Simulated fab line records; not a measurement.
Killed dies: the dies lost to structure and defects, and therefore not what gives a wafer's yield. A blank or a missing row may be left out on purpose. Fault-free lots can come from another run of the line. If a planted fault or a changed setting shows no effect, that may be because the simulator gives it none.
fab line records / flow sky130
record: lots: 5 wafers: 15 last-day: 50
route steps=708 shown LDD_HVP@281 LDD_LDN@289 PAD_OPEN@708
lots that met no fault: taken from a fault-free run of the same line
start-h: hours from the record's opening day to when the first of the lot's shown wafers began / wait-h: hours since the lot's step before / " same as the row above / L1.1+2: one row covering several wafers at once / - no value present, or no start provided / * or withheld: withheld / < > ~ a bound
route shown NAME@n: a module of which the file shows steps, and the number in the route of the first / usual: mean/standard deviation of fault-free wafers / same: alike in all rows / chamber/n: place in a boat / sites: readings site by site / _std_site: standard deviation across them / _edge_site: the outer-site mean with the inner-site mean subtracted / radius-mm: how far each site lies from the wafer's centre / mask NAME#n: copy n / behind: the most recent tool/chamber to have shaped the wafer / hold: why the lot was held/for how many hours/how that ended / device: which transistor (n, p or np) failed to switch / end of line: the same wafers' tests at the end of the route / a step without rows: its recipe alone / killed: at the first sort, the dies lost to defects and structure; wafer yield is something else / map: the dies of a wafer, with x for killed, . for not killed, _ for no die there
set.NAME: the run value of the setting; set.NAME@STEP: its run value at that earlier step / model.NAME: the simulator's own value behind a step, which no gauge read
lots at selected steps of the route; one table per step, one row per wafer
services: a tool's chamber out of use, with start hour (start-h, from the record's first day; less than 0 if before it), hours out, and reason
== steps ==
step: SKY_LDD_HVP_SOFTBAKE_03
recipe: temp-c: 90 time-s: 60 resist: NOVOLAK
step: SKY_LDD_HVP_EXPOSE_04
recipe: mask-id: HVPTM na: 0.6 source-shape: conventional sigma-outer: 0.6 polarization: unpolarized target-cd-nm: 700 dose-mj: 86
step: SKY_LDD_HVP_PEB_05
recipe: temp-c: withheld time-s: * resist: NOVOLAK
step: SKY_LDD_HVP_DEVELOP_06
recipe: resist: NOVOLAK developer: TMAH develop-time-s: 60 dev-temp-c: 23
step: SKY_LDD_HVP_OVL_MEAS_07
usual: LDD_HVP_OVL: 1.0/1.4
lot.wafer=L626.2 tool=overlay-02 chamber=- start-h=527.83 wait-h=0.1 LDD_HVP_OVL[nm]=4.6
lot.wafer=L626.4 tool=overlay-02 chamber=- start-h=527.83 wait-h=0.1 LDD_HVP_OVL[nm]=0.9
lot.wafer=L626.6 tool=overlay-02 chamber=- start-h=527.83 wait-h=0.1 LDD_HVP_OVL[nm]=2.9
lot.wafer=L628.2 tool=overlay-02 chamber=- start-h=547.63 wait-h=0.1 LDD_HVP_OVL[nm]=0.7
lot.wafer=L628.3 tool=overlay-02 chamber=- start-h=547.63 wait-h=0.1 LDD_HVP_OVL[nm]=2.2
lot.wafer=L628.6 tool=overlay-02 chamber=- start-h=547.63 wait-h=0.1 LDD_HVP_OVL[nm]=1.8
lot.wafer=L641.1 tool=overlay-01 chamber=- start-h=654.63 wait-h=0.1 LDD_HVP_OVL[nm]=3.4
lot.wafer=L641.5 tool=overlay-01 chamber=- start-h=654.63 wait-h=0.1 LDD_HVP_OVL[nm]=1.5
lot.wafer=L641.6 tool=overlay-01 chamber=- start-h=654.63 wait-h=0.1 LDD_HVP_OVL[nm]=4.3
lot.wafer=L644.2 tool=overlay-02 chamber=- start-h=671.68 wait-h=0.1 LDD_HVP_OVL[nm]=1.4
lot.wafer=L644.3 tool=overlay-02 chamber=- start-h=671.68 wait-h=0.1 LDD_HVP_OVL[nm]=3.4
lot.wafer=L644.4 tool=overlay-02 chamber=- start-h=671.68 wait-h=0.1 LDD_HVP_OVL[nm]=3.0
lot.wafer=L645.3 tool=overlay-02 chamber=- start-h=679.03 wait-h=0.1 LDD_HVP_OVL[nm]=3.6
lot.wafer=L645.5 tool=overlay-02 chamber=- start-h=679.03 wait-h=0.1 LDD_HVP_OVL[nm]=1.9
lot.wafer=L645.6 tool=overlay-02 chamber=- start-h=679.03 wait-h=0.1 LDD_HVP_OVL[nm]=1.6
step: SKY_LDD_HVP_IMPLANT_08
recipe: species: B energy-kev: 20 dose-cm2: 1.7e+13 tilt-deg: 17.9
step: SKY_LDD_HVP_STRIP_09
recipe: chemistry: O2/N2 power-w: 1400 pressure-mtorr: 1500 platen-temp-c: withheld o2-flow-sccm: 3000 n2-flow-sccm: 300 overash-fraction: 0.5
usual: drypump-motor-current-A: 6.14/0.19 oes-product-au: 0.408/0.0048 strip-time-to-endpoint-s: 4.137/0.014
lot.wafer=L626.2 tool=plasma-asher-04 chamber=0 start-h=528.01 wait-h=0.1 drypump-motor-current-A=5.90 oes-product-au=0.406 rf-hours-counter-h=9 strip-time-to-endpoint-s=4.148
lot.wafer=L626.4 tool=plasma-asher-04 chamber=1 start-h=528.01 wait-h=0.1 drypump-motor-current-A=6.31 oes-product-au=0.411 rf-hours-counter-h=- strip-time-to-endpoint-s=4.129
lot.wafer=L626.6 tool=plasma-asher-04 chamber=1 start-h=528.01 wait-h=0.1 drypump-motor-current-A=6.29 oes-product-au=0.411 rf-hours-counter-h=- strip-time-to-endpoint-s=4.127
lot.wafer=L628.2 tool=plasma-asher-02 chamber=1 start-h=547.81 wait-h=0.1 drypump-motor-current-A=6.12 oes-product-au=0.404 rf-hours-counter-h=40 strip-time-to-endpoint-s=4.123
lot.wafer=L628.3 tool=plasma-asher-02 chamber=0 start-h=547.81 wait-h=0.1 drypump-motor-current-A=5.97 oes-product-au=0.414 rf-hours-counter-h=- strip-time-to-endpoint-s=4.151
lot.wafer=L628.6 tool=plasma-asher-02 chamber=0 start-h=547.81 wait-h=0.1 drypump-motor-current-A=5.98 oes-product-au=0.418 rf-hours-counter-h=- strip-time-to-endpoint-s=4.140
lot.wafer=L641.1 tool=plasma-asher-04 chamber=1 start-h=654.81 wait-h=0.1 drypump-motor-current-A=6.34 oes-product-au=0.414 rf-hours-counter-h=22 strip-time-to-endpoint-s=4.142
lot.wafer=L641.5 tool=plasma-asher-04 chamber=1 start-h=654.81 wait-h=0.1 drypump-motor-current-A=6.33 oes-product-au=0.400 rf-hours-counter-h=- strip-time-to-endpoint-s=4.138
lot.wafer=L641.6 tool=plasma-asher-04 chamber=0 start-h=654.81 wait-h=0.1 drypump-motor-current-A=5.90 oes-product-au=0.409 rf-hours-counter-h=- strip-time-to-endpoint-s=4.169
lot.wafer=L644.2 tool=plasma-asher-03 chamber=0 start-h=671.86 wait-h=0.1 drypump-motor-current-A=6.48 oes-product-au=0.408 rf-hours-counter-h=84 strip-time-to-endpoint-s=4.138
lot.wafer=L644.3 tool=plasma-asher-03 chamber=0 start-h=671.86 wait-h=0.1 drypump-motor-current-A=6.45 oes-product-au=0.403 rf-hours-counter-h=- strip-time-to-endpoint-s=4.121
lot.wafer=L644.4 tool=plasma-asher-03 chamber=1 start-h=671.86 wait-h=0.1 drypump-motor-current-A=6.08 oes-product-au=0.401 rf-hours-counter-h=- strip-time-to-endpoint-s=4.122
lot.wafer=L645.3 tool=plasma-asher-02 chamber=0 start-h=679.24 wait-h=0.1 drypump-motor-current-A=5.96 oes-product-au=0.412 rf-hours-counter-h=- strip-time-to-endpoint-s=4.146
lot.wafer=L645.5 tool=plasma-asher-02 chamber=1 start-h=679.24 wait-h=0.1 drypump-motor-current-A=6.19 oes-product-au=0.409 rf-hours-counter-h=- strip-time-to-endpoint-s=4.164
lot.wafer=L645.6 tool=plasma-asher-02 chamber=0 start-h=679.24 wait-h=0.1 drypump-motor-current-A=5.96 oes-product-au=0.406 rf-hours-counter-h=- strip-time-to-endpoint-s=4.117
step: SKY_LDD_HVP_TW_MEAS_10
usual: LDD_HVP_TW: 458.6/2.6
lot.wafer=L626.2 tool=film-metro-03 chamber=- start-h=528.12 wait-h=0.1 LDD_HVP_TW=457.1
lot.wafer=L626.4 tool=film-metro-03 chamber=- start-h=528.12 wait-h=0.1 LDD_HVP_TW=456.9
lot.wafer=L626.6 tool=film-metro-03 chamber=- start-h=528.12 wait-h=0.1 LDD_HVP_TW=455.0
lot.wafer=L628.2 tool=film-metro-04 chamber=- start-h=547.92 wait-h=0.1 LDD_HVP_TW=455.2
lot.wafer=L628.3 tool=film-metro-04 chamber=- start-h=547.92 wait-h=0.1 LDD_HVP_TW=457.0
lot.wafer=L628.6 tool=film-metro-04 chamber=- start-h=547.92 wait-h=0.1 LDD_HVP_TW=459.7
lot.wafer=L641.1 tool=film-metro-04 chamber=- start-h=654.91 wait-h=0.1 LDD_HVP_TW=459.7
lot.wafer=L641.5 tool=film-metro-04 chamber=- start-h=654.91 wait-h=0.1 LDD_HVP_TW=460.9
lot.wafer=L641.6 tool=film-metro-04 chamber=- start-h=654.91 wait-h=0.1 LDD_HVP_TW=459.7
lot.wafer=L644.2 tool=film-metro-04 chamber=- start-h=671.97 wait-h=0.1 LDD_HVP_TW=459.5
lot.wafer=L644.3 tool=film-metro-04 chamber=- start-h=671.97 wait-h=0.1 LDD_HVP_TW=459.4
lot.wafer=L644.4 tool=film-metro-04 chamber=- start-h=671.97 wait-h=0.1 LDD_HVP_TW=461.4
lot.wafer=L645.3 tool=film-metro-02 chamber=- start-h=679.33 wait-h=0.1 LDD_HVP_TW=457.1
lot.wafer=L645.5 tool=film-metro-02 chamber=- start-h=679.33 wait-h=0.1 LDD_HVP_TW=455.9
lot.wafer=L645.6 tool=film-metro-02 chamber=- start-h=679.33 wait-h=0.1 LDD_HVP_TW=455.6
step: SKY_LDD_LDN_DEHYDRATE_00
recipe: temp-c: 200 time-s: 60
step: SKY_LDD_LDN_HMDS_01
recipe: prime-time-s: 60 prime-temp-c: 120
step: SKY_LDD_LDN_COAT_02
recipe: resist: NOVOLAK spin-rpm: 3000 resist-thk-nm: 1140
step: SKY_LDD_LDN_SOFTBAKE_03
recipe: temp-c: 90 time-s: 60 resist: NOVOLAK
step: SKY_LDD_LDN_EXPOSE_04
recipe: mask-id: LDNTM na: 0.6 source-shape: conventional sigma-outer: 0.6 polarization: unpolarized target-cd-nm: 700 dose-mj: 140
usual: stage-vel-mm-s: 500.00/0.24
same: sigma-outer: 0.6
lot.wafer=L626.2 tool=iline-stepper-02 chamber=0 start-h=543.25 wait-h=- mask=LDNTM#0 stage-vel-mm-s=500.11
lot.wafer=L626.4 tool=iline-stepper-02 chamber=0 start-h=543.25 wait-h=- mask=LDNTM#0 stage-vel-mm-s=500.07
lot.wafer=L626.6 tool=iline-stepper-02 chamber=0 start-h=543.25 wait-h=- mask=LDNTM#0 stage-vel-mm-s=500.02
lot.wafer=L628.2 tool=iline-stepper-01 chamber=0 start-h=563.31 wait-h=- mask=HVPTM#0 stage-vel-mm-s=499.86
lot.wafer=L628.3 tool=iline-stepper-01 chamber=0 start-h=563.31 wait-h=- mask=HVPTM#0 stage-vel-mm-s=499.78
lot.wafer=L628.6 tool=iline-stepper-01 chamber=0 start-h=563.31 wait-h=- mask=HVPTM#0 stage-vel-mm-s=499.75
lot.wafer=L641.1 tool=iline-stepper-01 chamber=0 start-h=668.75 wait-h=- mask=LDNTM#0 stage-vel-mm-s=499.73
lot.wafer=L641.5 tool=iline-stepper-01 chamber=0 start-h=668.75 wait-h=- mask=LDNTM#0 stage-vel-mm-s=499.73
lot.wafer=L641.6 tool=iline-stepper-01 chamber=0 start-h=668.75 wait-h=- mask=LDNTM#0 stage-vel-mm-s=499.46
lot.wafer=L644.2 tool=iline-stepper-02 chamber=0 start-h=686.62 wait-h=- mask=LDNTM#0 stage-vel-mm-s=500.07
lot.wafer=L644.3 tool=iline-stepper-02 chamber=0 start-h=686.62 wait-h=- mask=LDNTM#0 stage-vel-mm-s=500.32
lot.wafer=L644.4 tool=iline-stepper-02 chamber=0 start-h=686.62 wait-h=- mask=LDNTM#0 stage-vel-mm-s=500.25
lot.wafer=L645.3 tool=iline-stepper-02 chamber=0 start-h=693.68 wait-h=- mask=LDNTM#0 stage-vel-mm-s=500.26
lot.wafer=L645.5 tool=iline-stepper-02 chamber=0 start-h=693.68 wait-h=- mask=LDNTM#0 stage-vel-mm-s=499.92
lot.wafer=L645.6 tool=iline-stepper-02 chamber=0 start-h=693.68 wait-h=- mask=LDNTM#0 stage-vel-mm-s=499.96
step: SKY_LDD_LDN_PEB_05
recipe: temp-c: withheld time-s: * resist: NOVOLAK
step: SKY_LDD_LDN_DEVELOP_06
recipe: resist: NOVOLAK developer: TMAH develop-time-s: 60 dev-temp-c: 23
step: SKY_LDD_LDN_OVL_MEAS_07
usual: LDD_LDN_OVL: -1.0/1.3
lot.wafer=L626.2 tool=overlay-02 chamber=- start-h=558.25 wait-h=0.1 LDD_LDN_OVL[nm]=1.2
lot.wafer=L626.4 tool=overlay-02 chamber=- start-h=558.25 wait-h=0.1 LDD_LDN_OVL[nm]=0.5
lot.wafer=L626.6 tool=overlay-02 chamber=- start-h=558.25 wait-h=0.1 LDD_LDN_OVL[nm]=-0.4
lot.wafer=L628.2 tool=overlay-01 chamber=- start-h=576.95 wait-h=0.1 LDD_LDN_OVL[nm]=-
lot.wafer=L628.3 tool=overlay-01 chamber=- start-h=576.95 wait-h=0.1 LDD_LDN_OVL[nm]=-
lot.wafer=L628.6 tool=overlay-01 chamber=- start-h=576.95 wait-h=0.1 LDD_LDN_OVL[nm]=-
lot.wafer=L641.1 tool=overlay-01 chamber=- start-h=683.03 wait-h=0.1 LDD_LDN_OVL[nm]=-0.5
lot.wafer=L641.5 tool=overlay-01 chamber=- start-h=683.03 wait-h=0.1 LDD_LDN_OVL[nm]=-0.3
lot.wafer=L641.6 tool=overlay-01 chamber=- start-h=683.03 wait-h=0.1 LDD_LDN_OVL[nm]=-1.5
lot.wafer=L644.2 tool=overlay-01 chamber=- start-h=700.35 wait-h=0.1 LDD_LDN_OVL[nm]=-2.4
lot.wafer=L644.3 tool=overlay-01 chamber=- start-h=700.35 wait-h=0.1 LDD_LDN_OVL[nm]=-1.1
lot.wafer=L644.4 tool=overlay-01 chamber=- start-h=700.35 wait-h=0.1 LDD_LDN_OVL[nm]=-1.9
lot.wafer=L645.3 tool=overlay-01 chamber=- start-h=706.86 wait-h=0.1 LDD_LDN_OVL[nm]=-3.4
lot.wafer=L645.5 tool=overlay-01 chamber=- start-h=706.86 wait-h=0.1 LDD_LDN_OVL[nm]=-2.6
lot.wafer=L645.6 tool=overlay-01 chamber=- start-h=706.86 wait-h=0.1 LDD_LDN_OVL[nm]=-2.0
step: SKY_LDD_LDN_IMPLANT_08
recipe: species: As energy-kev: 15 dose-cm2: 1.25e+13 tilt-deg: withheld rotation-deg: 23
step: SKY_LDD_LDN_IMPLANT_09
recipe: species: As energy-kev: 15 dose-cm2: 1.25e+13 tilt-deg: withheld rotation-deg: 113
step: SKY_LDD_LDN_IMPLANT_10
recipe: species: As energy-kev: 15 dose-cm2: 1.25e+13 tilt-deg: withheld rotation-deg: 203
step: SKY_LDD_LDN_IMPLANT_11
recipe: species: As energy-kev: 15 dose-cm2: 1.25e+13 tilt-deg: withheld rotation-deg: 293
step: SKY_LDD_LDN_STRIP_12
recipe: chemistry: O2/N2 power-w: 1400 pressure-mtorr: 1500 platen-temp-c: withheld o2-flow-sccm: 3000 n2-flow-sccm: 300 overash-fraction: 0.5
usual: drypump-motor-current-A: 5.9/0.36 oes-product-au: 0.716/0.0042 strip-time-to-endpoint-s: 14.19/0.035
lot.wafer=L626.2 tool=plasma-asher-02 chamber=0 start-h=558.88 wait-h=0.1 drypump-motor-current-A=6.0 oes-product-au=0.709 rf-hours-counter-h=41 strip-time-to-endpoint-s=14.17
lot.wafer=L626.4 tool=plasma-asher-02 chamber=0 start-h=558.88 wait-h=0.1 drypump-motor-current-A=6.0 oes-product-au=0.715 rf-hours-counter-h=- strip-time-to-endpoint-s=14.24
lot.wafer=L626.6 tool=plasma-asher-02 chamber=1 start-h=558.88 wait-h=0.1 drypump-motor-current-A=6.2 oes-product-au=0.716 rf-hours-counter-h=- strip-time-to-endpoint-s=14.23
lot.wafer=L628.2 tool=plasma-asher-04 chamber=1 start-h=577.58 wait-h=0.1 drypump-motor-current-A=6.3 oes-product-au=0.715 rf-hours-counter-h=14 strip-time-to-endpoint-s=14.20
lot.wafer=L628.3 tool=plasma-asher-04 chamber=0 start-h=577.58 wait-h=0.1 drypump-motor-current-A=5.9 oes-product-au=0.716 rf-hours-counter-h=- strip-time-to-endpoint-s=14.19
lot.wafer=L628.6 tool=plasma-asher-04 chamber=1 start-h=577.58 wait-h=0.1 drypump-motor-current-A=6.3 oes-product-au=0.720 rf-hours-counter-h=- strip-time-to-endpoint-s=14.15
lot.wafer=L641.1 tool=plasma-asher-02 chamber=1 start-h=683.66 wait-h=0.1 drypump-motor-current-A=6.2 oes-product-au=0.721 rf-hours-counter-h=52 strip-time-to-endpoint-s=14.18
lot.wafer=L641.5 tool=plasma-asher-02 chamber=1 start-h=683.66 wait-h=0.1 drypump-motor-current-A=6.2 oes-product-au=0.715 rf-hours-counter-h=- strip-time-to-endpoint-s=14.19
lot.wafer=L641.6 tool=plasma-asher-02 chamber=0 start-h=683.66 wait-h=0.1 drypump-motor-current-A=6.0 oes-product-au=0.715 rf-hours-counter-h=- strip-time-to-endpoint-s=14.21
lot.wafer=L644.2 tool=plasma-asher-01 chamber=1 start-h=700.98 wait-h=0.1 drypump-motor-current-A=6.1 oes-product-au=0.717 rf-hours-counter-h=101 strip-time-to-endpoint-s=14.22
lot.wafer=L644.3 tool=plasma-asher-01 chamber=0 start-h=700.98 wait-h=0.1 drypump-motor-current-A=5.1 oes-product-au=0.714 rf-hours-counter-h=- strip-time-to-endpoint-s=14.23
lot.wafer=L644.4 tool=plasma-asher-01 chamber=1 start-h=700.98 wait-h=0.1 drypump-motor-current-A=6.1 oes-product-au=0.712 rf-hours-counter-h=- strip-time-to-endpoint-s=14.17
lot.wafer=L645.3 tool=plasma-asher-01 chamber=1 start-h=707.52 wait-h=0.1 drypump-motor-current-A=6.0 oes-product-au=0.721 rf-hours-counter-h=- strip-time-to-endpoint-s=14.14
lot.wafer=L645.5 tool=plasma-asher-01 chamber=0 start-h=707.52 wait-h=0.1 drypump-motor-current-A=5.1 oes-product-au=0.715 rf-hours-counter-h=- strip-time-to-endpoint-s=14.16
lot.wafer=L645.6 tool=plasma-asher-01 chamber=1 start-h=707.52 wait-h=0.1 drypump-motor-current-A=6.1 oes-product-au=0.712 rf-hours-counter-h=- strip-time-to-endpoint-s=14.16
step: SKY_LDD_LDN_TW_MEAS_13
usual: LDD_LDN_TW: 1483/12
lot.wafer=L626.2 tool=film-metro-03 chamber=- start-h=558.99 wait-h=0.1 LDD_LDN_TW=1482
lot.wafer=L626.4 tool=film-metro-03 chamber=- start-h=558.99 wait-h=0.1 LDD_LDN_TW=1474
lot.wafer=L626.6 tool=film-metro-03 chamber=- start-h=558.99 wait-h=0.1 LDD_LDN_TW=1476
lot.wafer=L628.2 tool=film-metro-04 chamber=- start-h=577.69 wait-h=0.1 LDD_LDN_TW=30
lot.wafer=L628.3 tool=film-metro-04 chamber=- start-h=577.69 wait-h=0.1 LDD_LDN_TW=30
lot.wafer=L628.6 tool=film-metro-04 chamber=- start-h=577.69 wait-h=0.1 LDD_LDN_TW=30
lot.wafer=L641.1 tool=film-metro-01 chamber=- start-h=683.76 wait-h=0.1 LDD_LDN_TW=1457
lot.wafer=L641.5 tool=film-metro-01 chamber=- start-h=683.76 wait-h=0.1 LDD_LDN_TW=1470
lot.wafer=L641.6 tool=film-metro-01 chamber=- start-h=683.76 wait-h=0.1 LDD_LDN_TW=1474
lot.wafer=L644.2 tool=film-metro-04 chamber=- start-h=701.09 wait-h=0.1 LDD_LDN_TW=1489
lot.wafer=L644.3 tool=film-metro-04 chamber=- start-h=701.09 wait-h=0.1 LDD_LDN_TW=1492
lot.wafer=L644.4 tool=film-metro-04 chamber=- start-h=701.09 wait-h=0.1 LDD_LDN_TW=1497
lot.wafer=L645.3 tool=film-metro-03 chamber=- start-h=707.60 wait-h=0.1 LDD_LDN_TW=1494
lot.wafer=L645.5 tool=film-metro-03 chamber=- start-h=707.60 wait-h=0.1 LDD_LDN_TW=1488
lot.wafer=L645.6 tool=film-metro-03 chamber=- start-h=707.60 wait-h=0.1 LDD_LDN_TW=1499
step: SKY_LDD_LDN_CLEAN_14
recipe: chemistry: SC1/SC2 mix: 1:4:20 temp-c: 70 time-s: 150 dry: n2-spin
step: SKY_PAD_OPEN_PROBE_99
usual: killed_at_M0_to_M3: 45/7 killed_at_M4_up: 3.4/1.8 killed-at-contacts: 24/5.4 killed-at-front-end: 16/4.8 killed-at-other: 0.4/0.62 killed-dies: 89/10 killed-on-rim: 17/3.5 killed-open: 48/7.2 killed-short: 40/6.3
same: gross-dies: 492 killed-at-back-side: 0
lot.wafer=L628.2 tool=prober-01 chamber=- start-h=1112.61 wait-h=0.1 killed_at_M0_to_M3=40 killed_at_M4_up=7 killed-at-contacts=24 killed-at-front-end=421 killed-at-other=0 killed-dies=492 killed-on-rim=96 killed-open=47 killed-short=42
lot.wafer=L628.3 tool=prober-01 chamber=- start-h=1112.66 wait-h=0.2 killed_at_M0_to_M3=51 killed_at_M4_up=1 killed-at-contacts=28 killed-at-front-end=412 killed-at-other=0 killed-dies=492 killed-on-rim=96 killed-open=52 killed-short=47
lot.wafer=L628.6 tool=prober-01 chamber=- start-h=1112.81 wait-h=0.2 killed_at_M0_to_M3=41 killed_at_M4_up=8 killed-at-contacts=24 killed-at-front-end=419 killed-at-other=0 killed-dies=492 killed-on-rim=96 killed-open=45 killed-short=42
lot.wafer=L641.1 tool=prober-01 chamber=- start-h=1178.42 wait-h=0.1 killed_at_M0_to_M3=47 killed_at_M4_up=7 killed-at-contacts=28 killed-at-front-end=15 killed-at-other=2 killed-dies=99 killed-on-rim=20 killed-open=51 killed-short=48
lot.wafer=L641.5 tool=prober-01 chamber=- start-h=1178.62 wait-h=0.2 killed_at_M0_to_M3=44 killed_at_M4_up=3 killed-at-contacts=24 killed-at-front-end=14 killed-at-other=0 killed-dies=85 killed-on-rim=13 killed-open=47 killed-short=36
lot.wafer=L641.6 tool=prober-01 chamber=- start-h=1178.67 wait-h=0.2 killed_at_M0_to_M3=38 killed_at_M4_up=5 killed-at-contacts=23 killed-at-front-end=13 killed-at-other=0 killed-dies=79 killed-on-rim=13 killed-open=43 killed-short=36
lot.wafer=L644.2 tool=prober-01 chamber=- start-h=1188.14 wait-h=0.1 killed_at_M0_to_M3=45 killed_at_M4_up=2 killed-at-contacts=31 killed-at-front-end=20 killed-at-other=0 killed-dies=98 killed-on-rim=18 killed-open=53 killed-short=45
lot.wafer=L644.3 tool=prober-01 chamber=- start-h=1188.19 wait-h=0.2 killed_at_M0_to_M3=44 killed_at_M4_up=1 killed-at-contacts=22 killed-at-front-end=26 killed-at-other=0 killed-dies=93 killed-on-rim=14 killed-open=53 killed-short=40
lot.wafer=L644.4 tool=prober-01 chamber=- start-h=1188.24 wait-h=0.2 killed_at_M0_to_M3=33 killed_at_M4_up=2 killed-at-contacts=18 killed-at-front-end=35 killed-at-other=0 killed-dies=88 killed-on-rim=18 killed-open=47 killed-short=41
killed by level:class
L628.2 LDD_LDN:area-expose=403 VIA2:geometric-particle:open=9 CONTACT:geometric-particle:open=8 VIA1:geometric-particle:open=8 VIA3:geometric-particle:open=7 FIELD_ISO:geometric-particle:short=6 POLY_GATE:geometric-particle:short=6 LI_CONTACT:geometric-particle:open=6
L628.3 LDD_LDN:area-expose=393 METAL1:geometric-particle:short=10 VIA1:geometric-particle:open=9 POLY_GATE:geometric-particle:open=8 LI_CONTACT:geometric-particle:open=8 VIA1:geometric-particle:short=8 CONTACT:geometric-particle:open=7 VIA2:geometric-particle:open=6
L628.6 LDD_LDN:area-expose=405 CONTACT:geometric-particle:open=9 VIA2:geometric-particle:open=7 LI_CONTACT:geometric-particle:open=6 CONTACT:geometric-particle:short=6 METAL1:geometric-particle:short=6 VIA1:geometric-particle:open=6 METAL4:geometric-particle:short=5
L641.1 VIA1:geometric-particle:open=12 CONTACT:geometric-particle:open=10 VIA3:geometric-particle:open=7 LI_CONTACT:geometric-particle:open=6 VIA2:geometric-particle:open=6 METAL4:geometric-particle:short=5 POLY_GATE:geometric-particle:short=5 METAL3:geometric-particle:short=5
L641.5 VIA2:geometric-particle:open=12 VIA1:geometric-particle:open=9 CONTACT:geometric-particle:open=8 CONTACT:geometric-particle:short=7 POLY_GATE:geometric-particle:open=6 METAL1:geometric-particle:short=6 VIA1:geometric-particle:short=5 METAL2:geometric-particle:short=5
L641.6 VIA1:geometric-particle:open=14 CONTACT:geometric-particle:open=9 LOCAL_INTERCONNECT:geometric-particle:short=6 VIA1:geometric-particle:short=6 VIA2:geometric-particle:open=5 METAL2:geometric-particle:short=5 LI_CONTACT:geometric-particle:short=4 POLY_GATE:geometric-particle:short=3
L644.2 CONTACT:geometric-particle:open=12 VIA1:geometric-particle:open=11 VIA1:geometric-particle:short=8 CONTACT:geometric-particle:short=7 VIA2:geometric-particle:open=7 FIELD_ISO:geometric-particle:short=5 FIELD_ISO:geometric-particle:open=5 LI_CONTACT:geometric-particle:open=5
L644.3 CONTACT:geometric-particle:open=14 VIA2:geometric-particle:open=10 VIA1:geometric-particle:open=9 FIELD_ISO:geometric-particle:short=8 FIELD_ISO:geometric-particle:open=7 POLY_GATE:geometric-particle:short=6 METAL1:geometric-particle:short=6 METAL2:geometric-particle:short=5
L644.4 FIELD_ISO:geometric-particle:short=12 VIA1:geometric-particle:open=12 CONTACT:geometric-particle:open=9 METAL1:geometric-particle:short=7 POLY_GATE:geometric-particle:short=6 LI_CONTACT:geometric-particle:open=6 FIELD_ISO:geometric-particle:open=5 POLY_GATE:geometric-particle:open=3
map L628.2 (x killed, . not)
__________xxxxxxxxxx_________
________xxxxxxxxxxxxxx_______
______xxxxxxxxxxxxxxxxxx_____
_____xxxxxxxxxxxxxxxxxxxx____
____xxxxxxxxxxxxxxxxxxxxxx___
___xxxxxxxxxxxxxxxxxxxxxxxx__
__xxxxxxxxxxxxxxxxxxxxxxxxxx_
_xxxxxxxxxxxxxxxxxxxxxxxxxxxx
_xxxxxxxxxxxxxxxxxxxxxxxxxxxx
_xxxxxxxxxxxxxxxxxxxxxxxxxxxx
_xxxxxxxxxxxxxxxxxxxxxxxxxxxx
_xxxxxxxxxxxxxxxxxxxxxxxxxxxx
_xxxxxxxxxxxxxxxxxxxxxxxxxxxx
_xxxxxxxxxxxxxxxxxxxxxxxxxxxx
_xxxxxxxxxxxxxxxxxxxxxxxxxxxx
__xxxxxxxxxxxxxxxxxxxxxxxxxx_
___xxxxxxxxxxxxxxxxxxxxxxxx__
____xxxxxxxxxxxxxxxxxxxxxx___
_____xxxxxxxxxxxxxxxxxxxx____
______xxxxxxxxxxxxxxxxxx_____
________xxxxxxxxxxxxxx_______
__________xxxxxxxxxx_________
map L641.1 (x killed, . not)
__________......x.x._________
________.xx....xx..x.._______
______....xx.x.........._____
_____.x....x......x......____
____...x....x....x.xx....x___
___.........x.x.x......x...__
__....x.x....x.xxx.x........_
_x.........xx..x..x..........
_.........x..x..........x....
_........x..............x....
_xx....x...x.............xx..
_.x.x....x...........x.....x.
_............x..x..x...xx....
_......x.x..xx...x...x.......
_...x..x.........x....x......
__.x...........x.x.........._
___......x......x...x..x...__
____.xx....x........xx...x___
_____xxx.x.....x.....x...____
______......xx.....xx..._____
________x..x....xxx.x._______
__________xx..x....x_________
== services ==
tool=plasma-asher-01 chamber=- start-h=516.94 hours=0.4 kind=repair
tool=iline-stepper-02 chamber=0 start-h=519.95 hours=- kind=calibration
tool=iline-stepper-02 chamber=- start-h=528.51 hours=1.3 kind=repair
tool=iline-stepper-01 chamber=- start-h=534.74 hours=8.9 kind=pm
tool=iline-stepper-01 chamber=0 start-h=538.56 hours=- kind=calibration
tool=iline-stepper-02 chamber=- start-h=590.30 hours=1.7 kind=pm
tool=plasma-asher-02 chamber=- start-h=598.25 hours=2.5 kind=repair
tool=plasma-asher-01 chamber=- start-h=621.47 hours=2.8 kind=pm
tool=iline-stepper-01 chamber=- start-h=633.85 hours=5.7 kind=repair
tool=plasma-asher-03 chamber=- start-h=653.01 hours=2.8 kind=pm
tool=plasma-asher-01 chamber=- start-h=660.06 hours=4.3 kind=repair
tool=iline-stepper-02 chamber=- start-h=664.63 hours=0.5 kind=repair
tool=plasma-asher-04 chamber=- start-h=677.87 hours=2.8 kind=pm
tool=iline-stepper-01 chamber=- start-h=701.06 hours=1.7 kind=pm
== key ==
first-sign: step: SKY_LDD_LDN_EXPOSE_04 reading: mask direction: changed
effect: step: SKY_LDD_LDN_OVL_MEAS_07 reading: LDD_LDN_OVL direction: missing
effect: step: SKY_LDD_LDN_TW_MEAS_13 reading: LDD_LDN_TW direction: down sigmas: 99+ usual: 1483 struck: 30
effect: step: SKY_PAD_OPEN_PROBE_99 reading: killed-at-front-end direction: up sigmas: 84 usual: 16 struck: 417
more-kills-born-at: SKY_LDD_LDN_EXPOSE_04@iline-stepper-01: 1201
met-at SKY_LDD_LDN_EXPOSE_04
struck-wafers L628.2,L628.3,L628.6
tester-left-out L628
fault: kind: wrong-mask tool: any chamber: - onset-h: 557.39 steps: SKY_LDD_LDN_EXPOSE_04 aux-copy: HVPTM#0 scope: struck-lots-only
tester-left-out: of these lots the tester's yield and bins aren't shown, on N5 and GAA mostly nor the transistor test; their killed dies are dies lost to structure and defects alone, not to doping, threshold or leakage, so they don't give the yield
